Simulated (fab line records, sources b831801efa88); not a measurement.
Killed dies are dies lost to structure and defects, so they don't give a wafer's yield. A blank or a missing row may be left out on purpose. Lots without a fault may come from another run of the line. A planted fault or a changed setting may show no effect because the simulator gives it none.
Which tool did it? | flow sky130 | 14 lots, 42 wafers sampled, at 4 steps of a route of 708

WHAT THE GAUGES READ, wafer by wafer
SKY_CAPM_OVL_MEAS_12.
lot  | measured     | on         | CAPM_OVL (nm)
L440 | day 38 01:54 | overlay-01 | -0.1 -0.9 -0.3
L443 | day 38 23:01 | overlay-02 | -0.8 -0.7 -0.5
L445 | day 39 10:55 | overlay-02 | 2.1 1.3 0.1
L446 | day 39 18:02 | overlay-01 | 0.6 0.3 -3.6
L448 | day 40 12:13 | overlay-02 | 0.2 -0.6 -0.3
L450 | day 40 22:35 | overlay-01 | -1.6 -0.5 -3.6
L451 | day 41 06:14 | overlay-02 | -0.3 -0.4 -0.2
L452 | day 41 13:17 | overlay-01 | -0.3 -1.0 -0.6
L453 | day 41 19:14 | overlay-02 | 1.1 0.5 0.9
L454 | day 42 04:14 | overlay-02 | -0.7 -1.7 -1.6
L459 | day 43 12:02 | overlay-01 | 1.8 -1.0 0.5
L460 | day 43 17:14 | overlay-02 | -1.5 -1.4 -1.7
L461 | day 43 22:12 | overlay-01 | 1.0 -1.0 0.7
L462 | day 44 11:52 | overlay-02 | -0.3 -1.8 0.4

SKY_METAL3_CD_MEAS_13: target cd 300 nm.
lot  | measured     | on        | cd_nm (nm)
L440 | day 39 03:58 | cd_sem-02 | 301.6 299.6 302.7
L443 | day 40 01:02 | cd_sem-01 | 301.4 302.7 302.0
L445 | day 40 12:44 | cd_sem-01 | 301.6 301.4 300.4
L446 | day 40 19:11 | cd_sem-01 | 300.5 301.1 299.8
L448 | day 41 13:01 | cd_sem-01 | 301.3 299.5 299.6
L450 | day 41 23:13 | cd_sem-01 | 299.2 299.5 301.2
L451 | day 42 06:11 | cd_sem-02 | 302.5 302.4 302.8
L452 | day 42 13:48 | cd_sem-01 | - - -
L453 | day 42 20:29 | cd_sem-02 | - - -
L454 | day 43 04:54 | cd_sem-02 | 299.9 299.7 299.0
L459 | day 44 10:56 | cd_sem-02 | 300.5 300.5 300.9
L460 | day 44 16:14 | cd_sem-02 | 298.3 297.2 297.3
L461 | day 44 20:49 | cd_sem-02 | 300.5 300.7 299.3
L462 | day 45 09:42 | cd_sem-01 | 298.9 298.3 299.0

WHICH TOOL RAN EACH LOT (tool, then ch and the chambers of the sampled wafers, then the start)
lot  | SKY_METAL3_SPUTTER_02        | SKY_METAL3_DEVELOP_12
L440 | pvd_sputter-01, day 36 23:40 | litho_track-03 ch 0, day 39 03:00
L443 | pvd_sputter-04, day 37 21:17 | litho_track-03 ch 0, day 40 00:00
L445 | pvd_sputter-04, day 38 09:33 | litho_track-02 ch 0, day 40 12:00
L446 | pvd_sputter-01, day 38 17:02 | litho_track-04 ch 0, day 40 19:00
L448 | pvd_sputter-04, day 39 11:28 | litho_track-02 ch 0, day 41 12:00
L450 | pvd_sputter-03, day 39 22:25 | litho_track-02 ch 0, day 41 23:00
L451 | pvd_sputter-01, day 40 05:10 | litho_track-04 ch 0, day 42 06:00
L452 | pvd_sputter-01, day 40 12:56 | litho_track-03, day 42 13:00
L453 | pvd_sputter-03, day 40 19:37 | litho_track-02, day 42 20:00
L454 | pvd_sputter-01, day 41 03:49 | litho_track-03 ch 0, day 43 04:00
L459 | pvd_sputter-03, day 42 12:27 | litho_track-02 ch 0, day 44 10:00
L460 | pvd_sputter-01, day 42 18:18 | litho_track-02 ch 0, day 44 16:00
L461 | pvd_sputter-04, day 42 22:53 | litho_track-03 ch 0, day 44 20:00
L462 | pvd_sputter-03, day 43 13:15 | litho_track-04 ch 0, day 45 09:00
- SKY_METAL3_SPUTTER_02: material AlCu, target thk 735 nm, time 39.1 s.
- SKY_METAL3_DEVELOP_12: develop time 57.68 s.

WHAT THE TOOLS THEMSELVES READ (means of the sampled wafers that have a number; where no wafer has one, the mark that the record gives instead)
SKY_METAL3_SPUTTER_02.
lot  | tool           | cathode_dc_power_W (W) | throttle_valve_pct (%)
L440 | pvd_sputter-01 | 10600                  | 29.5
L443 | pvd_sputter-04 | 10600                  | 30.3
L445 | pvd_sputter-04 | 10602                  | 29.4
L446 | pvd_sputter-01 | 10601                  | 30.4
L448 | pvd_sputter-04 | 10601                  | 30.1
L450 | pvd_sputter-03 | 10600                  | 29.9
L451 | pvd_sputter-01 | 10600                  | 29.6
L452 | pvd_sputter-01 | 10600                  | 29.7
L453 | pvd_sputter-03 | 10600                  | 30.4
L454 | pvd_sputter-01 | 10601                  | 29.7
L459 | pvd_sputter-03 | 10600                  | 29.8
L460 | pvd_sputter-01 | 10600                  | 30.2
L461 | pvd_sputter-04 | 10600                  | 30.0
L462 | pvd_sputter-03 | 10600                  | 30.5

SKY_METAL3_DEVELOP_12.
lot  | tool           | chill_plate_temp_C (C)
L440 | litho_track-03 | 23.03
L443 | litho_track-03 | 23.10
L445 | litho_track-02 | 22.89
L446 | litho_track-04 | 22.97
L448 | litho_track-02 | 22.99
L450 | litho_track-02 | 23.05
L451 | litho_track-04 | 23.04
L452 | litho_track-03 | -
L453 | litho_track-02 | -
L454 | litho_track-03 | 23.06
L459 | litho_track-02 | 22.97
L460 | litho_track-02 | 23.04
L461 | litho_track-03 | 22.92
L462 | litho_track-04 | 23.19

THE ANSWER, worked out from the rows above alone
Rule: what is usual is taken from the lots themselves. Put in order of their means at a reading, lots are off if they are a third of the lots or fewer, leave a main group of 4 or more, and stand apart from it by a gap of 3 or more times the standard deviation of the main group's means; of several such gaps the widest counts. A main group whose means are all the same, to the digits that the tables above print for the reading, isn't used. A lot without any number at a reading at which 4 lots or more have one is off too. The other lots that the step has rows for count as sound. The gauges are gone through in route order, then the tools' own readings, and for those a lot's mean is taken as printed above. The first step at which some lot is off is used, and at that step the reading that is off furthest; a lot without a number counts as furthest.
Off: L452, L453, at SKY_METAL3_CD_MEAS_13 (cd_nm). Without a number there: L452, L453. The main group: mean 300.4 nm, standard deviation 1.3.
A tool fits if, at a process step before that reading, it ran every lot that is off, and no sound lot after the first of them. The gauges at SKY_METAL3_CD_MEAS_13 aren't tried: what is off there is off at SKY_METAL3_DEVELOP_12 too, on other tools, and a gauge's error can't cause that. None of those tried fits.

WHAT THE SIMULATOR HAD PUT IN
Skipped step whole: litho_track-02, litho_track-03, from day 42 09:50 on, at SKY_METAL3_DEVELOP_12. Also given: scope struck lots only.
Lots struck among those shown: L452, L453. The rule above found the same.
